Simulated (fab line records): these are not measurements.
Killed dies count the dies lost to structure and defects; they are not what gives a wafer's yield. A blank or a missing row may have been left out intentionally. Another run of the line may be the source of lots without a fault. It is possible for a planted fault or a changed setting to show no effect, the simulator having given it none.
Shared-tool check || flow sky130 || Sample size 14 lots and 42 wafers

## WHY THIS WAS OPENED
SKY_VT_ADJUST_LVTN_TW_MEAS_10, reading VT_ADJUST_LVTN_TW: flagged on 2 of 14 lots. Fault-free wafers read 240.4, with a standard deviation of 2.9.
Rule: a lot gets a flag if all its wafers with a number sit over 4 standard deviations from that mean, or if no wafer of it has a number. All remaining lots are regarded as sound.

{"lot": "L283", "measured": "day 6 19:56", "on": "filmMetro-04", "VT_ADJUST_LVTN_TW, wafer by wafer": "242.6 242.9 242.7", "flag": ""}
{"lot": "L284", "measured": "day 6 23:54", "on": "filmMetro-01", "VT_ADJUST_LVTN_TW, wafer by wafer": "237.0 237.7 237.9", "flag": ""}
{"lot": "L285", "measured": "day 7 09:23", "on": "filmMetro-02", "VT_ADJUST_LVTN_TW, wafer by wafer": "236.3 236.8 237.6", "flag": ""}
{"lot": "L286", "measured": "day 7 17:06", "on": "filmMetro-04", "VT_ADJUST_LVTN_TW, wafer by wafer": "243.4 243.8 243.4", "flag": ""}
{"lot": "L287", "measured": "day 7 23:53", "on": "filmMetro-01", "VT_ADJUST_LVTN_TW, wafer by wafer": "238.6 238.3 238.8", "flag": ""}
{"lot": "L289", "measured": "day 8 12:04", "on": "filmMetro-04", "VT_ADJUST_LVTN_TW, wafer by wafer": "243.8 246.1 245.2", "flag": ""}
{"lot": "L290", "measured": "day 8 16:18", "on": "filmMetro-01", "VT_ADJUST_LVTN_TW, wafer by wafer": "237.1 237.7 238.9", "flag": ""}
{"lot": "L291", "measured": "day 8 23:38", "on": "filmMetro-01", "VT_ADJUST_LVTN_TW, wafer by wafer": "237.8 236.7 237.5", "flag": ""}
{"lot": "L292", "measured": "day 9 06:38", "on": "filmMetro-02", "VT_ADJUST_LVTN_TW, wafer by wafer": "29.6 29.5 29.6", "flag": "FLAGGED"}
{"lot": "L293", "measured": "day 9 12:41", "on": "filmMetro-04", "VT_ADJUST_LVTN_TW, wafer by wafer": "30.2 30.3 30.1", "flag": "FLAGGED"}
{"lot": "L302", "measured": "day 12 01:44", "on": "filmMetro-04", "VT_ADJUST_LVTN_TW, wafer by wafer": "242.9 242.5 241.6", "flag": ""}
{"lot": "L304", "measured": "day 12 16:36", "on": "filmMetro-04", "VT_ADJUST_LVTN_TW, wafer by wafer": "241.9 242.6 242.0", "flag": ""}
{"lot": "L305", "measured": "day 13 00:50", "on": "filmMetro-01", "VT_ADJUST_LVTN_TW, wafer by wafer": "237.5 237.6 237.9", "flag": ""}
{"lot": "L306", "measured": "day 13 05:50", "on": "filmMetro-01", "VT_ADJUST_LVTN_TW, wafer by wafer": "237.3 236.0 237.2", "flag": ""}
Average over the flagged lots: 29.9; offset from the usual -210.5, equal to -73 standard deviations.

## LOT BY LOT: THE TOOL USED
Before the reading, the record contains 2 process steps out of a 708-step route. Each cell gives the tool, then ch followed by the chambers the sampled wafers passed through, then the start.
{"lot": "L283", "flag": "", "SKY_VT_ADJUST_HVTP_STRIP_10": "plasmaAsher-04 ch 0,1, day 6 00:30", "SKY_VT_ADJUST_LVTN_STRIP_09": "plasmaAsher-03 ch 0,1, day 6 19:50"}
{"lot": "L284", "flag": "", "SKY_VT_ADJUST_HVTP_STRIP_10": "plasmaAsher-04 ch 0,1, day 6 05:09", "SKY_VT_ADJUST_LVTN_STRIP_09": "plasmaAsher-04 ch 0,1, day 6 23:47"}
{"lot": "L285", "flag": "", "SKY_VT_ADJUST_HVTP_STRIP_10": "plasmaAsher-04 ch 0,1, day 6 13:31", "SKY_VT_ADJUST_LVTN_STRIP_09": "plasmaAsher-03 ch 0,1, day 7 09:17"}
{"lot": "L286", "flag": "", "SKY_VT_ADJUST_HVTP_STRIP_10": "plasmaAsher-04 ch 0,1, day 6 21:12", "SKY_VT_ADJUST_LVTN_STRIP_09": "plasmaAsher-01 ch 0,1, day 7 16:59"}
{"lot": "L287", "flag": "", "SKY_VT_ADJUST_HVTP_STRIP_10": "plasmaAsher-02 ch 0,1, day 7 03:55", "SKY_VT_ADJUST_LVTN_STRIP_09": "plasmaAsher-01 ch 0,1, day 7 23:47"}
{"lot": "L289", "flag": "", "SKY_VT_ADJUST_HVTP_STRIP_10": "plasmaAsher-04 ch 0,1, day 7 15:32", "SKY_VT_ADJUST_LVTN_STRIP_09": "plasmaAsher-01 ch 0,1, day 8 11:58"}
{"lot": "L290", "flag": "", "SKY_VT_ADJUST_HVTP_STRIP_10": "plasmaAsher-04 ch 0,1, day 7 19:38", "SKY_VT_ADJUST_LVTN_STRIP_09": "plasmaAsher-03 ch 0,1, day 8 16:13"}
{"lot": "L291", "flag": "", "SKY_VT_ADJUST_HVTP_STRIP_10": "plasmaAsher-04 ch 0,1, day 8 02:24", "SKY_VT_ADJUST_LVTN_STRIP_09": "plasmaAsher-01 ch 0,1, day 8 23:32"}
{"lot": "L292", "flag": "FLAGGED", "SKY_VT_ADJUST_HVTP_STRIP_10": "plasmaAsher-04 ch 0,1, day 8 09:14", "SKY_VT_ADJUST_LVTN_STRIP_09": "plasmaAsher-01 ch 0,1, day 9 06:32"}
{"lot": "L293", "flag": "FLAGGED", "SKY_VT_ADJUST_HVTP_STRIP_10": "plasmaAsher-01 ch 0,1, day 8 15:36", "SKY_VT_ADJUST_LVTN_STRIP_09": "plasmaAsher-03 ch 0,1, day 9 12:35"}
{"lot": "L302", "flag": "", "SKY_VT_ADJUST_HVTP_STRIP_10": "plasmaAsher-04 ch 0,1, day 11 01:28", "SKY_VT_ADJUST_LVTN_STRIP_09": "plasmaAsher-04 ch 0,1, day 12 01:38"}
{"lot": "L304", "flag": "", "SKY_VT_ADJUST_HVTP_STRIP_10": "plasmaAsher-01 ch 0,1, day 11 16:39", "SKY_VT_ADJUST_LVTN_STRIP_09": "plasmaAsher-04 ch 0,1, day 12 16:30"}
{"lot": "L305", "flag": "", "SKY_VT_ADJUST_HVTP_STRIP_10": "plasmaAsher-04 ch 0,1, day 12 00:21", "SKY_VT_ADJUST_LVTN_STRIP_09": "plasmaAsher-01 ch 1, day 13 00:44"}
{"lot": "L306", "flag": "", "SKY_VT_ADJUST_HVTP_STRIP_10": "plasmaAsher-01 ch 0,1, day 12 05:10", "SKY_VT_ADJUST_LVTN_STRIP_09": "plasmaAsher-04 ch 1, day 13 05:44"}
What is done by these steps:
- SKY_VT_ADJUST_HVTP_STRIP_10: strips in O2/N2.
- SKY_VT_ADJUST_LVTN_STRIP_09: strips in O2/N2.
- SKY_VT_ADJUST_LVTN_TW_MEAS_10

## FLAGGED OVER TOTAL, TOOL BY TOOL (the gauges that took the reading come last)
{"step": "SKY_VT_ADJUST_HVTP_STRIP_10", "tool": "plasmaAsher-01", "lots run": 3, "flagged": 1, "share of the flagged lots": "some", "sound lots run after its first flagged lot": "2 (L304,L306)"}
{"step": "SKY_VT_ADJUST_HVTP_STRIP_10", "tool": "plasmaAsher-02", "lots run": 1, "flagged": 0, "share of the flagged lots": "none", "sound lots run after its first flagged lot": "-"}
{"step": "SKY_VT_ADJUST_HVTP_STRIP_10", "tool": "plasmaAsher-04", "lots run": 10, "flagged": 1, "share of the flagged lots": "some", "sound lots run after its first flagged lot": "2 (L302,L305)"}
{"step": "SKY_VT_ADJUST_LVTN_STRIP_09", "tool": "plasmaAsher-01", "lots run": 6, "flagged": 1, "share of the flagged lots": "some", "sound lots run after its first flagged lot": "1 (L305)"}
{"step": "SKY_VT_ADJUST_LVTN_STRIP_09", "tool": "plasmaAsher-03", "lots run": 4, "flagged": 1, "share of the flagged lots": "some", "sound lots run after its first flagged lot": 0}
{"step": "SKY_VT_ADJUST_LVTN_STRIP_09", "tool": "plasmaAsher-04", "lots run": 4, "flagged": 0, "share of the flagged lots": "none", "sound lots run after its first flagged lot": "-"}
{"step": "SKY_VT_ADJUST_LVTN_TW_MEAS_10", "tool": "filmMetro-01", "lots run": 6, "flagged": 0, "share of the flagged lots": "none", "sound lots run after its first flagged lot": "-"}
{"step": "SKY_VT_ADJUST_LVTN_TW_MEAS_10", "tool": "filmMetro-02", "lots run": 2, "flagged": 1, "share of the flagged lots": "some", "sound lots run after its first flagged lot": 0}
{"step": "SKY_VT_ADJUST_LVTN_TW_MEAS_10", "tool": "filmMetro-04", "lots run": 6, "flagged": 1, "share of the flagged lots": "some", "sound lots run after its first flagged lot": "2 (L302,L304)"}

## WHAT THE TABLE PERMITS
No row of the table ran every flagged lot.

## WHAT THE SIMULATOR HAD INSERTED
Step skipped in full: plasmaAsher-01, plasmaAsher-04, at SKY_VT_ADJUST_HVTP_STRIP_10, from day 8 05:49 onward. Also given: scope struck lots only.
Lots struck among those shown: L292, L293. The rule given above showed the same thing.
